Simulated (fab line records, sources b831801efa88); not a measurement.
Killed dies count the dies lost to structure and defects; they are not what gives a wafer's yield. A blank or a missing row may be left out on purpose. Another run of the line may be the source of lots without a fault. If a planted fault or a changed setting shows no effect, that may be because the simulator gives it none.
fab line records	flow gf180mcu
[record] lots = 5	wafers = 15	last-day = 34
route steps=602 shown TOP_METAL@586 PASSIVATION@587
lots untouched by any fault: they come from a run of this same line in which no faults occurred
start-h: hours from the record's opening day to when the first of the lot's shown wafers began	wait-h: hours elapsed since this lot's preceding step	" the same as in the row above	L1.1+2: a single row standing in for several wafers	- no value present, or no start provided	* or withheld: withheld	< > ~ a bound
route shown NAME@n: names a module that has steps shown in the file, with the first one's number in the route	usual: mean/standard deviation of fault-free wafers	same: alike in all rows	chamber/n: place in a boat	sites: each site's reading	_std_site: how widely they spread, as a standard deviation	_edge_site: mean of outer sites minus mean of inner sites	radius-mm: how far each site lies from the wafer's centre	mask NAME#n: copy n	behind: the most recent tool/chamber to have shaped the wafer	hold: what put the lot on hold/how long, in hours/how the hold closed	device: whichever transistor did not switch (one of n, p or np)	end of line: the tests these same wafers got at the end of their route	for a step that has no rows: nothing shown but its recipe	killed: not the wafer's yield, but the dies lost to structure and defects at the first sort	map: the dies of a wafer, with x for killed, . for not killed, _ for no die there
set.NAME: the run value of the setting; set.NAME@STEP: its run value at that earlier step	model.NAME: the simulator's own value behind a step, which no gauge read
a table for each step, a row for each wafer; lots at some steps of the route
services: when a tool's chamber went out of use (start-h, in hours from the record's first day, below 0 if earlier), for how many hours, and the reason
[[steps]]
[step GF_TOP_METAL_CLEAN_19]
[recipe] chemistry = DIW	dry = n2-spin
[step GF_PASSIVATION_CVD_00]
[recipe] material = SiO2	target-thk-nm = 1000	precursor = TEOS	temp-c = 400	time-s = 111.95	rf-w = 600
[usual] heater-power-w = 657/78
lot.wafer	tool	chamber	start-h	wait-h	heater-power-w
L628.1	pecvd-04	0	672.69	0.0	569
L628.4	"	1	"	"	655
L628.6	"	0	"	"	630
L631.2	pecvd-04	1	697.11	0.0	696
L631.3	"	0	"	"	667
L631.4	"	0	"	"	703
L643.3	pecvd-01	0	773.44	0.0	616
L643.5	"	0	"	"	699
L643.6	"	1	"	"	591
L648.2	pecvd-04	2	801.09	0.0	760
L648.4	"	2	"	"	792
L648.5	"	0	"	"	543
L649.3	pecvd-04	2	808.34	0.0	678
L649.5	"	0	"	"	704
L649.6	"	1	"	"	568
[step GF_PASSIVATION_THK_MEAS_01]
[recipe] reads = SiO2_of_PASSIVATION_CVD_00
[usual] PASSIVATION_CVD_00_THK = 1001/15
lot.wafer	tool	chamber	start-h	wait-h	PASSIVATION_CVD_00_THK[nm]
L628.1	film-metro-03	-	672.81	0.1	1005
L628.4	"	-	"	"	1016
L628.6	"	-	"	"	1008
L631.2	film-metro-03	-	697.20	0.0	1008
L631.3	"	-	"	"	982
L631.4	"	-	"	"	1003
L643.3	film-metro-03	-	773.54	0.1	977
L643.5	"	-	"	"	989
L643.6	"	-	"	"	1019
L648.2	film-metro-02	-	801.18	0.0	992
L648.4	"	-	"	"	1001
L648.5	"	-	"	"	1007
L649.3	film-metro-03	-	808.44	0.1	1006
L649.5	"	-	"	"	1030
L649.6	"	-	"	"	1029
[step GF_PASSIVATION_CVD_02]
[recipe] material = Si3N4	target-thk-nm = 700	time-s = 486.18	temp-c = 400	rf-w = 450
[usual] heater-power-w = 704/74
lot.wafer	tool	chamber	start-h	wait-h	heater-power-w
L628.1	pecvd-01	0	672.87	0.1	714
L628.4	"	2	"	"	793
L628.6	"	0	"	"	770
L631.2	pecvd-01	1	697.25	0.0	579
L631.3	"	2	"	"	785
L631.4	"	2	"	"	770
L643.3	pecvd-04	0	773.58	0.0	668
L643.5	"	2	"	"	717
L643.6	"	0	"	"	719
L648.2	pecvd-02	2	801.23	0.0	627
L648.4	"	2	"	"	668
L648.5	"	2	"	"	692
L649.3	pecvd-04	1	808.48	0.0	663
L649.5	"	1	"	"	694
L649.6	"	0	"	"	676
[step GF_PASSIVATION_THK_MEAS_03]
[recipe] reads = Si3N4_of_PASSIVATION_CVD_02
[usual] PASSIVATION_CVD_02_THK = 700/11
lot.wafer	tool	chamber	start-h	wait-h	PASSIVATION_CVD_02_THK[nm]
L628.1	film-metro-02	-	673.15	0.1	692
L628.4	"	-	"	"	702
L628.6	"	-	"	"	700
L631.2	film-metro-03	-	697.54	0.2	687
L631.3	"	-	"	"	694
L631.4	"	-	"	"	704
L643.3	film-metro-03	-	773.88	0.2	694
L643.5	"	-	"	"	707
L643.6	"	-	"	"	702
L648.2	film-metro-02	-	801.67	0.3	690
L648.4	"	-	"	"	716
L648.5	"	-	"	"	704
L649.3	film-metro-03	-	808.78	0.2	683
L649.5	"	-	"	"	686
L649.6	"	-	"	"	698
[step GF_PASSIVATION_DEHYDRATE_04]
[recipe] temp-c = 200	time-s = 60
[step GF_PASSIVATION_HMDS_05]
[recipe] prime-time-s = 60	prime-temp-c = 120
[step GF_PASSIVATION_COAT_06]
[recipe] spin-rpm = 2000	resist-thk-nm = 4000
[step GF_PASSIVATION_SOFTBAKE_07]
[recipe] temp-c = 110	time-s = withheld
[step GF_PASSIVATION_EXPOSE_08]
[recipe] mask-id = Pad	target-cd-nm = 40000	na = 0.57	dose-mj = 310
[step GF_PASSIVATION_PEB_09]
[recipe] temp-c = 115	time-s = withheld
[step GF_PASSIVATION_DEVELOP_10]
[recipe] develop-time-s = 60	dev-temp-c = 23
[step GF_PASSIVATION_ETCH_11]
[recipe] chemistry = CF4/O2	target-depth-nm = 1800	stop-on = TiN	source-w = 800	bias-w = 150	pressure-mtorr = 150	cf4-flow-sccm = 80	O2_flow_sccm = 10	time-s = 400
[usual] cf4-flow-sccm = 80.03/0.24	drypump-motor-current-A = 5.5/0.54	oes-product-au = 0.964/0.0078	throttle-valve-pct = 5.960/0.0099
lot.wafer	tool	chamber	start-h	wait-h	cf4-flow-sccm	drypump-motor-current-A	oes-product-au	rf-hours-counter-h	throttle-valve-pct	model.PASSIVATION.feature-depth-nm	model.etch.depth-nm	model.coat_of_PASSIVATION_COAT_06.thk-nm
L628.1	rie-diel-02	1	692.01	-	79.81	5.0	0.960	12	5.973	1697	1697	2805
L628.4	"	3	"	"	79.98	4.7	0.969	-	5.949	1717	1717	2803
L628.6	"	1	"	"	80.28	5.0	0.969	-	5.965	1709	1709	2810
L631.2	rie-diel-02	1	715.66	-	80.38	5.0	0.970	13	5.945	1694	1694	2831
L631.3	"	2	"	"	79.61	5.1	0.968	58	5.966	1677	1677	2845
L631.4	"	3	"	"	79.91	4.7	0.960	4	5.951	1708	1708	2829
L643.3	rie-diel-02	1	789.36	-	80.06	5.0	0.948	17	5.957	1670	1670	2796
L643.5	"	3	"	"	79.91	4.7	0.960	-	5.955	1697	1697	2816
L643.6	"	0	"	"	80.29	5.5	0.896	-	5.940	1492	1492	3017
L648.2	rie-diel-03	1	815.91	-	80.40	6.5	0.962	12	5.951	1682	1682	2811
L648.4	"	3	"	"	80.03	5.6	0.969	14	5.962	1717	1717	2842
L648.5	"	3	"	"	80.37	5.6	0.974	-	5.949	1711	1711	2840
L649.3	rie-diel-01	2	823.01	-	80.00	5.5	0.961	6	5.965	1689	1689	2770
L649.5	"	0	"	"	80.10	6.5	0.968	-	5.948	1716	1716	2791
L649.6	"	1	"	"	79.57	5.2	0.962	-	5.961	1727	1727	2823
[step GF_PASSIVATION_STRIP_12]
[recipe] chemistry = O2/N2	power-w = 1400	pressure-mtorr = 1500	platen-temp-c = 250	o2-flow-sccm = 3000	n2-flow-sccm = 300	overash-fraction = 0.5
[usual] drypump-motor-current-A = 5.7/0.61	heater-power-w = 333/21	oes-product-au = 0.719/0.0047	strip-time-to-endpoint-s = 34.73/0.3
[same] overash-fraction = 0.5
lot.wafer	tool	chamber	start-h	wait-h	drypump-motor-current-A	heater-power-w	oes-product-au	rf-hours-counter-h	strip-time-to-endpoint-s
L628.1	plasma-asher-04	1	692.25	0.1	6.6	348	0.713	31	34.85
L628.4	"	0	"	"	5.1	305	0.731	-	34.82
L628.6	"	0	"	"	5.1	311	0.723	-	34.89
L631.2	plasma-asher-04	1	715.90	0.1	6.6	351	0.720	34	35.14
L631.3	"	1	"	"	6.6	357	0.722	-	35.33
L631.4	"	0	"	"	5.1	321	0.712	-	35.11
L643.3	plasma-asher-04	0	789.64	0.2	5.1	310	0.707	-	34.71
L643.5	"	1	"	"	6.6	349	0.728	-	34.96
L643.6	"	0	"	"	5.1	314	0.721	-	37.25
L648.2	plasma-asher-04	0	816.15	0.1	5.1	312	0.711	44	34.91
L648.4	"	1	"	"	6.6	351	0.715	-	35.27
L648.5	"	1	"	"	6.6	349	0.718	-	35.25
L649.3	plasma-asher-04	0	823.28	0.2	5.1	307	0.724	-	34.42
L649.5	"	0	"	"	5.1	316	0.712	-	34.66
L649.6	"	1	"	"	6.6	352	0.721	-	35.06
[step GF_PASSIVATION_ANNEAL_13]
[recipe] temp-c = 400	time-s = 1800	ambient = N2/H2	idle-temp-c = 300	ramp-up-c-per-min = 10	ramp-down-c-per-min = 3
[step GF_PASSIVATION_PROBE_99]
lot.wafer	tool	chamber	start-h	wait-h	model.etest.nmos_3p3_sab.open	model.etest.contact-to-gate.open	model.etest.nldd_3p3.open	model.etest.nmos_3p3.under-floor	model.etest.nmos_6p0.under-floor	model.etest.n-drift.open	model.etest.nwell.open	model.etest.pmos_3p3_min.open
L628.1+4+6	prober-01	-	694.48	0.1	0	0	0	0	0	0	0	0
L631.2+3+4	prober-02	-	717.67	0.1	0	0	0	0	0	0	0	0
L643.3+5	prober-02	-	791.42	0.2	0	0	0	0	0	0	0	0
L643.6	prober-02	-	791.57	0.2	1	1	1	1	1	1	1	1
L648.2+4+5	prober-01	-	817.92	0.1	0	0	0	0	0	0	0	0
L649.3+5+6	prober-02	-	825.07	0.2	0	0	0	0	0	0	0	0
// killed by level:class
L628.1 CONTACT:geometric-particle:open=7 V3:geometric-particle:short=5 V3:geometric-particle:open=5 V1:geometric-particle:short=4 V1:geometric-particle:open=3 V2:geometric-particle:open=3 V4:geometric-particle:short=3 V5:geometric-particle:open=3
L628.4 STI:geometric-particle:open=6 V3:geometric-particle:open=6 V5:geometric-particle:open=6 V4:geometric-particle:open=5 CONTACT:geometric-particle:open=4 M3:geometric-particle:short=3 V3:geometric-particle:short=3 V4:geometric-particle:short=3
L628.6 V1:geometric-particle:open=9 V3:geometric-particle:open=9 V5:geometric-particle:open=8 CONTACT:geometric-particle:open=6 CONTACT:geometric-particle:short=4 V2:geometric-particle:short=4 STI:geometric-particle:short=3 M1:geometric-particle:short=3
L631.2 STI:geometric-particle:short=4 POLY_GATE:geometric-particle:short=4 CONTACT:geometric-particle:open=4 V1:geometric-particle:open=4 V2:geometric-particle:open=3 V3:geometric-particle:open=3 V3:geometric-particle:short=3 M4:geometric-particle:short=3
L631.3 V2:geometric-particle:open=4 V3:geometric-particle:open=4 CONTACT:geometric-particle:open=3 V1:geometric-particle:open=3 STI:geometric-particle:open=2 STI:geometric-particle:short=2 POLY_GATE:geometric-particle:open=2 POLY_GATE:geometric-particle:short=2
L631.4 CONTACT:geometric-particle:open=5 V1:geometric-particle:open=4 V4:geometric-particle:open=4 V5:geometric-particle:open=4 V1:geometric-particle:short=3 SALICIDE:geometric-particle:open=2 M1:geometric-particle:short=2 V2:geometric-particle:open=2
L648.2 V2:geometric-particle:open=7 CONTACT:geometric-particle:open=6 V1:geometric-particle:open=4 M1:geometric-particle:short=3 STI:geometric-particle:open=2 POLY_GATE:geometric-particle:open=2 POLY_GATE:geometric-particle:short=2 M4:geometric-particle:short=2
L648.4 V4:geometric-particle:open=6 V5:geometric-particle:open=6 M3:geometric-particle:open=3 STI:geometric-particle:open=2 CONTACT:geometric-particle:open=2 M1:geometric-particle:short=2 V3:geometric-particle:open=2 M5:geometric-particle:short=2
L648.5 V4:geometric-particle:open=5 V5:geometric-particle:open=5 V3:geometric-particle:short=4 V2:geometric-particle:open=3 V3:geometric-particle:open=3 M4:geometric-particle:short=3 STI:geometric-particle:open=2 CONTACT:geometric-particle:open=2
L649.3 CONTACT:geometric-particle:open=4 V1:geometric-particle:open=4 V5:geometric-particle:short=4 STI:geometric-particle:open=3 V1:geometric-particle:short=3 V3:geometric-particle:short=3 V3:geometric-particle:open=3 M3:geometric-particle:short=2
L649.5 V5:geometric-particle:open=10 V2:geometric-particle:open=5 CONTACT:geometric-particle:open=4 V4:geometric-particle:short=3 M5:geometric-particle:short=3 STI:geometric-particle:short=2 M1:geometric-particle:short=2 V1:geometric-particle:short=2
L649.6 V2:geometric-particle:open=5 CONTACT:geometric-particle:open=4 M1:geometric-particle:open=4 M4:geometric-particle:short=4 V4:geometric-particle:open=3 CONTACT:geometric-particle:short=3 V5:geometric-particle:open=3 STI:geometric-particle:short=2
[[services]]
tool	chamber	start-h	hours	kind
rie-diel-02	3	652.02	2.3	repair
pecvd-01	2	655.42	16.0	repair
rie-diel-02	2	658.72	46.2	repair
pecvd-01	-	672.10	0.6	repair
pecvd-04	2	676.07	10.9	repair
rie-diel-02	2	720.73	-	clean
rie-diel-02	2	720.73	22.4	scheduled-down
rie-diel-02	2	720.73	22.4	vent-cycle
pecvd-02	-	729.62	2.8	pm
plasma-asher-04	-	730.99	0.6	repair
rie-diel-03	1	738.27	8.7	repair
rie-diel-01	0	745.76	9.3	repair
rie-diel-02	-	745.96	0.9	repair
plasma-asher-04	-	764.89	5.7	repair
rie-diel-02	1	768.10	8.6	repair
rie-diel-02	3	771.00	12.1	repair
pecvd-02	1	788.88	18.6	repair
plasma-asher-04	-	796.89	1.6	repair
pecvd-01	-	799.38	14.0	pm
pecvd-01	0	799.38	14.0	vent-cycle
pecvd-01	1	799.38	14.0	vent-cycle
pecvd-01	2	799.38	14.0	vent-cycle
pecvd-02	-	803.33	14.6	pm
pecvd-04	-	809.16	3.8	repair
[[key]]
[first-sign] step = GF_PASSIVATION_ETCH_11	reading = oes-product-au	direction = down	sigmas = 8.7	usual = 0.964	struck = 0.896
[effect] step = GF_PASSIVATION_STRIP_12	reading = strip-time-to-endpoint-s	direction = up	sigmas = 8.5	usual = *	struck = *
[model-effect] step = GF_PASSIVATION_ETCH_11	value = PASSIVATION.feature-depth-nm	without = 1720	struck = 1492
[model-effect] step = GF_PASSIVATION_PROBE_99	value = etest.nmos_3p3_sab.open	without = 0	struck = 1
met-at GF_PASSIVATION_ETCH_11
struck-wafers L643.6
later-rows-left-out L643.6
sort-left-out L643.6
[fault] kind = process-parameter-drift	tool = rie-diel-02	chamber = 0	onset-h = 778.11	steps = GF_PASSIVATION_ETCH_11	channel = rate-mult	offset = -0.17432	shape = step	end-h = 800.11
// sort-left-out: the simulated sort isn't trusted on such a fault, so these wafers' sort isn't shown, and their yield isn't known
// later-rows-left-out: the simulator's readings of these wafers behind a module that went badly wrong aren't trusted and aren't shown, but for the sort
